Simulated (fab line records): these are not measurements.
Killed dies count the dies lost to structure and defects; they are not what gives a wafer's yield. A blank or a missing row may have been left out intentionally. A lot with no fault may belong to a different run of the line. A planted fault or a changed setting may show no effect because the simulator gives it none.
A struck lot beside a sound one    flow sfq_line    20 steps out of a route of 325
Sound: wafers L247.1, L247.4, L247.5. The struck wafers were L253.1, L253.3, L253.6. The cause comes at the end.
At each step with rows: each side's tool, then ch and its chambers, then its first start. Under that, the readings that differ: sound wafers    struck wafers    difference of the means    sigmas: that difference in standard deviations of wafers without a fault.
alike: same words and numbers on both sides, and readings whose means sit less than 2 such deviations apart. not compared: any withheld reading, any reading some wafer has no value for, any bound like >300 that may hide the same value, and any number with overlapping values for which the record gives no deviation.
The two part at a step that has a row with sigmas, a row that says differs or no value, or rows on one side only. Non-overlapping numbers with no deviation appear without sigmas and do not part them. A reading missing from all wafers of one side parts the sides only when that side holds two or more wafers.

first, 5 steps without rows for these wafers: SFQ_TRILAYER_R5_LITHO_COAT_136 (resist thk 600 nm); SFQ_TRILAYER_R5_LITHO_SOFTBAKE_140; SFQ_TRILAYER_R5_LITHO_EXPOSE_137 (exposes mask R5, target cd 500 nm); SFQ_TRILAYER_R5_LITHO_PEB_139 (peb time 60 s); SFQ_TRILAYER_R5_LITHO_DEVELOP_138 (time 60 s).
SFQ_R5_OVL_MEAS_935:
  sound on overlay-02, day 61 13:05; struck on overlay-02, day 64 00:08
  alike: R5_OVL
SFQ_TRILAYER_R5_BARC_OPEN_METAL_ETCH_177: etches BARC in O2, target depth 125 nm, time 41.7 s.
  sound on rie_metal-03 ch 0,1, day 61 13:07; struck on rie_metal-04 ch 0,1, day 64 00:10
  alike: drypump_motor_current_A, oes_product_au
  not compared: rf_hours_counter_h
SFQ_TRILAYER_R5_ETCH_METAL_ETCH_139: etches the open film in Cl2, stops on SiO2, target depth 60 nm, time 40 s.
  sound on rie_metal-03 ch 0,1, day 61 13:11; struck on rie_metal-04 ch 0,1, day 64 00:14
  alike: drypump_motor_current_A, oes_product_au
  not compared: rf_hours_counter_h
SFQ_TRILAYER_R5_STRIP_STRIP_140: strips in O2.
  sound on rie_metal-03 ch 0,1, day 61 13:14; struck on rie_metal-04 ch 0,1, day 64 00:17
  alike: drypump_motor_current_A, oes_product_au
  not compared: rf_hours_counter_h
then, 1 step without rows for these wafers: SFQ_TRILAYER_R5_STRIP_SOLV_CLEAN_141 (cleans in NMP, time 600 s).
SFQ_TRILAYER_A5C_DEP_PECVD_142: deposits SiO2 from SiH4/N2O, time 15.556 s, target thk 70 nm.
  sound on pecvd-04 ch 0,2, day 61 14:02; struck on pecvd-04 ch 1,2, day 64 01:04
  alike: heater_power_w, throttle_valve_pct
then, 1 step without rows for these wafers: SFQ_TRILAYER_I5_LITHO_COAT_149 (resist thk 62 nm).
SFQ_TRILAYER_I5_LITHO_COAT_144: resist thk 650 nm.
  sound on litho_track-02 ch 0, day 61 14:21; struck on litho_track-01 ch 0, day 64 01:23
reading                                              sound            struck             difference  sigmas
model.KrF_of_TRILAYER_I5_LITHO_COAT_144.thk_nm (nm)  653.3 651.3 652  598.9 599.6 598.2  -53.3       
  alike: chill_plate_temp_C
then, 4 steps without rows for these wafers: SFQ_TRILAYER_I5_LITHO_SOFTBAKE_148; SFQ_TRILAYER_I5_LITHO_EXPOSE_145 (exposes mask I5, target cd 700 nm); SFQ_TRILAYER_I5_LITHO_PEB_147 (peb time 60 s); SFQ_TRILAYER_I5_LITHO_DEVELOP_146 (time 60 s).
-- the record jumps here: 5 days lie between the struck wafers' starts before and after --
SFQ_I5_OVL_MEAS_936:
  sound on overlay-02, day 66 05:44; struck on overlay-02, day 68 19:44
  alike: I5_OVL
SFQ_TRILAYER_I5_BARC_OPEN_VIA_ETCH_200: etches BARC in O2, target depth 125 nm, time 41.7 s.
  sound on rie_diel-03 ch 1,2, day 66 05:47; struck on rie_diel-04 ch 1,2, day 68 19:46
reading                                              sound              struck         difference  sigmas
model.KrF_of_TRILAYER_I5_LITHO_COAT_144.thk_nm (nm)  576.3 573.4 575.1  521.4 522 521  -53.5       
  alike: drypump_motor_current_A, oes_product_au
  not compared: rf_hours_counter_h
SFQ_TRILAYER_I5_ETCH_VIA_ETCH_147: etches the open film in CHF3, stops on Nb, target depth 360 nm.
  sound on rie_diel-03 ch 1,2, day 66 05:49; struck on rie_diel-04 ch 1,2, day 68 19:49
  alike: drypump_motor_current_A, oes_product_au

WHERE THEY PART
Nowhere in this record.

WHY: what had been put in by the simulator
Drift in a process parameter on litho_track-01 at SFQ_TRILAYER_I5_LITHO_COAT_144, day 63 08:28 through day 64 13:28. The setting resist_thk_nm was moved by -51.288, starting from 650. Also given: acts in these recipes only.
